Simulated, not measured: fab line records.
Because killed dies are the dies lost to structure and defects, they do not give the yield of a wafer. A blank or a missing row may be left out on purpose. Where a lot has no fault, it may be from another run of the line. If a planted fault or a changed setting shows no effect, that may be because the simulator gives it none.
Code-filled problem report in 8D (eight disciplines) form    flow sky130    the parts of the form that need people (team, actions taken, sign-off) are left out

## 1. THE ISSUE
Wafers without a fault read 24, standard deviation 5.2; killed_at_contacts at SKY_PAD_OPEN_PROBE_99 reads a mean of 91 on 6 wafers belonging to 2 lots. That is +13 standard deviations from the usual mean.
Earliest sighting: wafer L821.2 on prober-02 at day 48 08:17. The record holds 39 wafers of 13 lots with a number at this step. By rule, "out" or "out of limits" means more than 4 standard deviations away from the usual mean. All remaining wafers that have a number are taken as sound.

## 2. WHAT IT IS AND WHAT IT IS NOT
question                     is                               is not
which readings at this step  killed_at_contacts, killed_dies  killed_at_M0_to_M3, killed_at_M4_up, killed_at_front_end, killed_at_other, killed_short
which lots                   L821, L824                       L811, L812, L813, L814, L816, L820, L825, L827, L830, L831, L834
which wafers of those lots   all that have a number           -
read on which tools          prober-02                        prober-01
when                         from day 48 08:17                up to then (18 sound wafers); but 15 sound wafers of L825, L827, L830, L831, L834 came after

## 3. SUSPECTS, AND WHAT RULES EACH OUT
Counting: a tool stays on the suspect list if, at a process step up to the reading, it processed all lots that are out and no sound lot following the first of them.
- wet_bench-03 at SKY_CONTACT_CLEAN_22 (cleans in O3/DIW): ruled out as a lasting fault. Sound lots L834 ran on it after its first lot that is out, L821 (day 35 01:02).
- pecvd-02 at SKY_PASSIVATION_CVD_00 (deposits SiO2, target thk 90 nm): ruled out as a lasting fault. Sound lots L830 ran on it after its first lot that is out, L821 (day 46 15:41).
- rie_diel-03 at SKY_PAD_OPEN_ETCH_07 (etches the open film in CF4/O2, stops on AlCu, target depth 725 nm, time 161.1 s): ruled out as a lasting fault. Sound lots L831 ran on it after its first lot that is out, L821 (day 48 05:55).
- prober-02 at SKY_PAD_OPEN_PROBE_99: ruled out as a lasting fault. Sound lots L827, L830, L831, L834 ran on it after its first lot that is out, L821 (day 48 08:17).
Left after counting: nothing in the record.

## 4. THE CAUSE (what the simulator had put in)
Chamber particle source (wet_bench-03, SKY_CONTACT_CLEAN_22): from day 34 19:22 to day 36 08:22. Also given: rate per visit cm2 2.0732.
The count ruled it out by mistake, since the rule takes a fault to strike every lot its tool runs from the start of the fault on, and this one did not do so.

## 5. THE EFFECT CHAIN, in route order
Each row: a reading where the mean over the struck wafers with a number is more than 3 standard deviations away from the usual. Scope: only readings with a usual standard deviation given in the record; hours: median across lots of the time from each lot's start at the first step in this table that gives one to its start at this step; sigmas: change in usual standard deviations.
hours  step                   reading             usual  on struck wafers  change  sigmas
0      SKY_PAD_OPEN_PROBE_99  killed_at_contacts  24     91                +67     +13
0      SKY_PAD_OPEN_PROBE_99  killed_dies         85     145               +60     +6.4
It contains these process steps:
- SKY_PAD_OPEN_PROBE_99

## 6. HOW IT WOULD HAVE BEEN CAUGHT EARLIER
In this record no reading fell out of limits until day 48 08:17, 325 hours after the fault had begun at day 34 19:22.
